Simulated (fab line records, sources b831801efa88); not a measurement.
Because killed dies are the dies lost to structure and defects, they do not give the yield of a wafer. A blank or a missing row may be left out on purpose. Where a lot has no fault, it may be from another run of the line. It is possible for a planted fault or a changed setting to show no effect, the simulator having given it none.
Problem report in the 8D (eight disciplines) form, filled by code + flow sfq line + the parts of the form that need people (team, actions taken, sign-off) are left out

1. WHAT IS WRONG
Wafers without a fault read 79.15 W, standard deviation 0.07; heater power total W at SFQ_TRILAYER_I3_VIA_LITHO_PEB_088 reads a mean of 77.19 W on 6 wafers belonging to 2 lots. Relative to the usual mean, that is a shift of -28 standard deviations.
The step: peb time 60 s.
Seen first at day 53 08:43 on litho track-01, wafer L186.1. At this step, 42 wafers from 14 lots have a number in the record. Rule for "out" (also "out of limits"): further than 4 standard deviations from the usual mean. The other wafers with a number count as sound.

2. WHAT IT IS, AND WHAT IT ISN'T
| question                    | is                                 | is not                                                                                                   |
|-----------------------------|------------------------------------|----------------------------------------------------------------------------------------------------------|
| which readings at this step | heater power total W, plate temp C | chill plate temp C                                                                                       |
| which lots                  | L186, L187                         | L175, L176, L177, L178, L179, L189, L190, L192, L194, L196, L197, L198                                   |
| which wafers of those lots  | all that have a number             | -                                                                                                        |
| read on which tools         | litho track-01                     | litho track-03, litho track-04                                                                           |
| when                        | from day 53 08:43                  | up to then (15 sound wafers); but 21 sound wafers of L189, L190, L192, L194, L196, L197, L198 came after |

3. SUSPECTS, AND WHAT RULES EACH OUT
Counting: a tool stays on the suspect list if, at a process step up to the reading, it processed all lots that are out and no sound lot following the first of them.
- litho track-01 at SFQ_TRILAYER_I3_VIA_LITHO_PEB_088 (peb time 60 s): kept. It ran every lot that is out, first L186 (day 53 08:43), and no sound lot after that; its last sound lot up to then is L176 (day 43 17:12). Its own heater power total W, plate temp C readings are out on those wafers.
Remaining after the count: litho track-01 at SFQ_TRILAYER_I3_VIA_LITHO_PEB_088.

4. THE CAUSE (what the simulator had put in)
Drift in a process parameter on litho track-01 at SFQ_TRILAYER_I3_VIA_LITHO_PEB_088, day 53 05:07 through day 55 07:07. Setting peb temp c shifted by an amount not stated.
This tool alone remained once counting was done.

5. SEQUENCE OF EFFECTS, ordered by route
One row per reading whose mean, taken over the struck wafers that have a number, lies over 3 standard deviations from the usual. Only readings for which the record gives a usual standard deviation are gone through. hours: the time from each lot's start at the first step in this table that gives one to its start at this step, as a median over the lots. sigmas: the change in usual standard deviations.
| hours | step                              | reading              | usual    | on struck wafers | change | sigmas |
|-------|-----------------------------------|----------------------|----------|------------------|--------|--------|
| 0     | SFQ_TRILAYER_I3_VIA_LITHO_PEB_088 | heater power total W | 79.15 W  | 77.19            | -1.96  | -28    |
| 0     | SFQ_TRILAYER_I3_VIA_LITHO_PEB_088 | plate temp C         | 114.99 C | 112.80           | -2.19  | -18    |
It contains these process steps:
- SFQ_TRILAYER_I3_VIA_LITHO_PEB_088: peb time 60 s.

6. WHAT WOULD HAVE CAUGHT IT SOONER
In this record no reading fell out of limits until day 53 08:43, 4 hours after the fault had begun at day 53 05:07.
